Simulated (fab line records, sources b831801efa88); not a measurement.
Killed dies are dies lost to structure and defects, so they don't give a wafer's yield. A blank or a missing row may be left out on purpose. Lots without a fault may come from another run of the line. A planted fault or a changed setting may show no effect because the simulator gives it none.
Which tool did it? | flow gf180mcu | 13 lots, 39 wafers sampled, at 5 steps of a route of 602

WHAT THE GAUGES READ, wafer by wafer
GF_HV_LDD_CD_MEAS_19: target cd 400 nm. Usual: cd_nm 400.8 nm, standard deviation 2.1.
lot  | measured     | on        | cd_nm (nm)        | flag
L203 | day 10 21:37 | cd_sem-01 | 402.6 402.0 401.9 |
L204 | day 11 13:28 | cd_sem-02 | 401.5 403.8 402.0 |
L207 | day 12 11:37 | cd_sem-01 | 397.9 401.5 398.8 |
L208 | day 12 17:44 | cd_sem-02 | 399.8 398.4 399.6 |
L209 | day 13 04:43 | cd_sem-01 | 403.1 403.1 404.1 |
L210 | day 13 20:04 | cd_sem-01 | 404.1 402.8 403.3 |
L211 | day 13 21:19 | cd_sem-02 | 397.7 398.8 399.1 |
L215 | day 14 22:58 | cd_sem-01 | 401.9 403.0 401.7 |
L216 | day 15 03:17 | cd_sem-02 | 397.5 397.3 397.5 |
L217 | day 15 11:31 | cd_sem-01 | 401.2 400.4 402.1 |
L221 | day 17 00:02 | cd_sem-02 | 400.6 400.5 400.8 |
L222 | day 17 05:04 | cd_sem-01 | 400.5 400.0 398.3 |
L224 | day 17 23:51 | cd_sem-02 | 402.6 398.6 400.7 |

GF_HV_LDD_CD_MEAS_31: target cd 400 nm. Usual: cd_nm 401.0 nm, standard deviation 2.2.
lot  | measured     | on        | cd_nm (nm)        | flag
L203 | day 11 16:14 | cd_sem-02 | 397.9 395.7 396.7 |
L204 | day 12 09:37 | cd_sem-01 | 400.9 402.2 400.4 |
L207 | day 13 07:02 | cd_sem-01 | 402.2 401.3 402.7 |
L208 | day 13 14:04 | cd_sem-01 | 401.6 400.2 401.2 |
L209 | day 14 02:08 | cd_sem-02 | 399.2 399.4 398.8 |
L210 | day 14 18:20 | cd_sem-02 | 401.4 401.2 400.1 |
L211 | day 14 18:28 | cd_sem-01 | 402.4 402.5 401.5 |
L215 | day 15 21:13 | cd_sem-02 | 396.2 397.9 397.7 |
L216 | day 16 01:20 | cd_sem-01 | 399.5 402.1 401.7 |
L217 | day 16 09:30 | cd_sem-01 | 400.0 401.3 399.2 |
L221 | day 18 00:08 | cd_sem-01 | 401.9 403.3 401.4 |
L222 | day 18 05:14 | cd_sem-01 | 396.1 398.0 398.4 |
L224 | day 19 00:27 | cd_sem-01 | 399.9 397.5 397.2 |

GF_HV_LDD_CD_MEAS_46: target cd 400 nm. Usual: cd_nm 400.2 nm, standard deviation 1.9.
lot  | measured     | on        | cd_nm (nm)        | flag
L203 | day 12 12:35 | cd_sem-02 | 399.6 400.7 398.4 |
L204 | day 13 05:43 | cd_sem-02 | 400.4 401.6 399.6 |
L207 | day 14 05:31 | cd_sem-01 | 399.6 397.3 400.7 |
L208 | day 14 11:13 | cd_sem-01 | 401.8 400.0 400.4 |
L209 | day 15 00:11 | cd_sem-01 | 396.8 398.1 397.7 |
L210 | day 15 18:10 | cd_sem-01 | 402.1 400.6 399.7 |
L211 | day 15 18:22 | cd_sem-02 | 399.4 400.7 399.1 |
L215 | day 16 20:52 | cd_sem-01 | 406.8 408.2 408.1 | OFF
L216 | day 17 00:41 | cd_sem-01 | 402.7 403.4 402.7 |
L217 | day 17 09:49 | cd_sem-02 | 406.8 406.8 406.8 | OFF
L221 | day 19 01:20 | cd_sem-01 | 399.9 400.2 400.8 |
L222 | day 19 06:17 | cd_sem-02 | 400.6 399.5 401.0 |
L224 | day 20 02:14 | cd_sem-01 | 399.8 400.3 400.5 |

WHICH TOOL RAN EACH LOT (tool, then ch and the chambers of the sampled wafers, then the start)
lot  | GF_HV_LDD_STRIP_22                   | GF_HV_LDD_DEVELOP_45
L203 | plasma_asher-02 ch 0,1, day 10 21:54 | litho_track-03 ch 0, day 12 12:26
L204 | plasma_asher-04 ch 1, day 11 13:46   | litho_track-02 ch 0, day 13 05:34
L207 | plasma_asher-04 ch 0,1, day 12 11:55 | litho_track-03 ch 0, day 14 05:22
L208 | plasma_asher-04 ch 0,1, day 12 18:02 | litho_track-02 ch 0, day 14 11:04
L209 | plasma_asher-03 ch 0,1, day 13 05:01 | litho_track-04 ch 0, day 15 00:02
L210 | plasma_asher-03 ch 0, day 13 20:22   | litho_track-03 ch 0, day 15 18:01
L211 | plasma_asher-02 ch 0,1, day 13 21:37 | litho_track-02 ch 0, day 15 18:13
L215 | plasma_asher-04 ch 0,1, day 14 23:16 | litho_track-03 ch 0, day 16 20:43
L216 | plasma_asher-03 ch 0,1, day 15 03:34 | litho_track-02 ch 0, day 17 00:32
L217 | plasma_asher-04 ch 0,1, day 15 11:48 | litho_track-03 ch 0, day 17 09:41
L221 | plasma_asher-04 ch 0,1, day 17 00:19 | litho_track-02 ch 0, day 19 01:11
L222 | plasma_asher-02 ch 0, day 17 05:20   | litho_track-02 ch 0, day 19 06:08
L224 | plasma_asher-04 ch 0,1, day 18 00:09 | litho_track-04 ch 0, day 20 02:05
- GF_HV_LDD_STRIP_22: strips in O2/N2.
- GF_HV_LDD_DEVELOP_45: develop time 60 s.

WHAT THE TOOLS THEMSELVES READ (means of the sampled wafers that have a number; where no wafer has one, the mark that the record gives instead)
GF_HV_LDD_STRIP_22. Usual: chamber_pressure_mTorr 1499.8 mTorr, standard deviation 1.4; drypump_motor_current_A 5.5 A, standard deviation 0.4; heater_power_w 356 W, standard deviation 35; oes_product_au 0.716 a.u., standard deviation 0.0042; strip_time_to_endpoint_s 12.63 s, standard deviation 0.036.
lot  | tool            | chamber_pressure_mTorr (mTorr) | drypump_motor_current_A (A) | heater_power_w (W) | oes_product_au (a.u.) | strip_time_to_endpoint_s (s) | flag
L203 | plasma_asher-02 | 1499.1                         | 5.7                         | 329                | 0.714                 | 12.62                        |
L204 | plasma_asher-04 | 1501.5                         | 5.6                         | 384                | 0.717                 | 12.68                        |
L207 | plasma_asher-04 | 1499.2                         | 5.3                         | 363                | 0.715                 | 12.62                        |
L208 | plasma_asher-04 | 1500.4                         | 5.4                         | 376                | 0.714                 | 12.64                        |
L209 | plasma_asher-03 | 1499.4                         | 5.7                         | 369                | 0.715                 | 12.60                        |
L210 | plasma_asher-03 | 1499.8                         | 6.0                         | 403                | 0.715                 | 12.60                        |
L211 | plasma_asher-02 | 1500.7                         | 5.8                         | 326                | 0.715                 | 12.62                        |
L215 | plasma_asher-04 | 1499.0                         | 5.3                         | 368                | 0.713                 | 12.66                        |
L216 | plasma_asher-03 | 1500.6                         | 5.6                         | 366                | 0.718                 | 12.68                        |
L217 | plasma_asher-04 | 1498.8                         | 5.3                         | 360                | 0.716                 | 12.61                        |
L221 | plasma_asher-04 | 1499.5                         | 5.3                         | 364                | 0.717                 | 12.64                        |
L222 | plasma_asher-02 | 1500.3                         | 5.6                         | 329                | 0.719                 | 12.61                        |
L224 | plasma_asher-04 | 1499.1                         | 5.3                         | 362                | 0.717                 | 12.67                        |

GF_HV_LDD_DEVELOP_45. Usual: developer_temp_C 23.01 C, standard deviation 0.093; exhaust_pa 45.0 Pa, standard deviation 0.89.
lot  | tool           | developer_temp_C (C) | exhaust_pa (Pa) | flag
L203 | litho_track-03 | 22.95                | 43.7            |
L204 | litho_track-02 | 22.98                | 45.7            |
L207 | litho_track-03 | 23.07                | 45.8            |
L208 | litho_track-02 | 23.11                | 45.3            |
L209 | litho_track-04 | 22.98                | 44.5            |
L210 | litho_track-03 | 23.07                | 46.0            |
L211 | litho_track-02 | 22.91                | 44.6            |
L215 | litho_track-03 | 20.81                | 45.3            | OFF
L216 | litho_track-02 | 23.04                | 45.3            |
L217 | litho_track-03 | 20.78                | 45.7            | OFF
L221 | litho_track-02 | 23.00                | 43.9            |
L222 | litho_track-02 | 22.98                | 44.5            |
L224 | litho_track-04 | 23.00                | 44.3            |

THE ANSWER, worked out from the rows above alone
Rule: a lot is off if the mean of its wafers that have a number lies more than 3 standard deviations from the usual mean. A lot without any number at a reading at which 4 lots or more have one is off too. The other lots that the step has rows for count as sound. The gauges are gone through in route order, then the tools' own readings, and for those a lot's mean is taken as printed above. The first step at which some lot is off is used, and at that step the reading that is off furthest; a lot without a number counts as furthest.
Off: L215, L217, at GF_HV_LDD_CD_MEAS_46 (cd_nm).
A tool fits if, at a process step before that reading, it ran every lot that is off, and no sound lot after the first of them. The gauges at GF_HV_LDD_CD_MEAS_46 aren't tried: what is off there is off at GF_HV_LDD_DEVELOP_45 too, on other tools, and a gauge's error can't cause that. One fits: litho_track-03 at GF_HV_LDD_DEVELOP_45. Its last sound lot is L210 (day 15 18:01), its first lot that is off L215 (day 16 20:43): a fault that began between those two fits.
The tool's own readings at GF_HV_LDD_DEVELOP_45 bear it out: on the lots that are off they differ by more than 5 times the standard deviation of the sound lots' means. developer_temp_C reads 20.80 C there against 23.01 C on the sound lots.

WHAT THE SIMULATOR HAD PUT IN
Process parameter drift: litho_track-03, from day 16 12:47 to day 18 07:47, at GF_HV_LDD_DEVELOP_45. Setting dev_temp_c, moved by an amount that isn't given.
Lots struck among those shown: L215, L217. The rule above found the same.
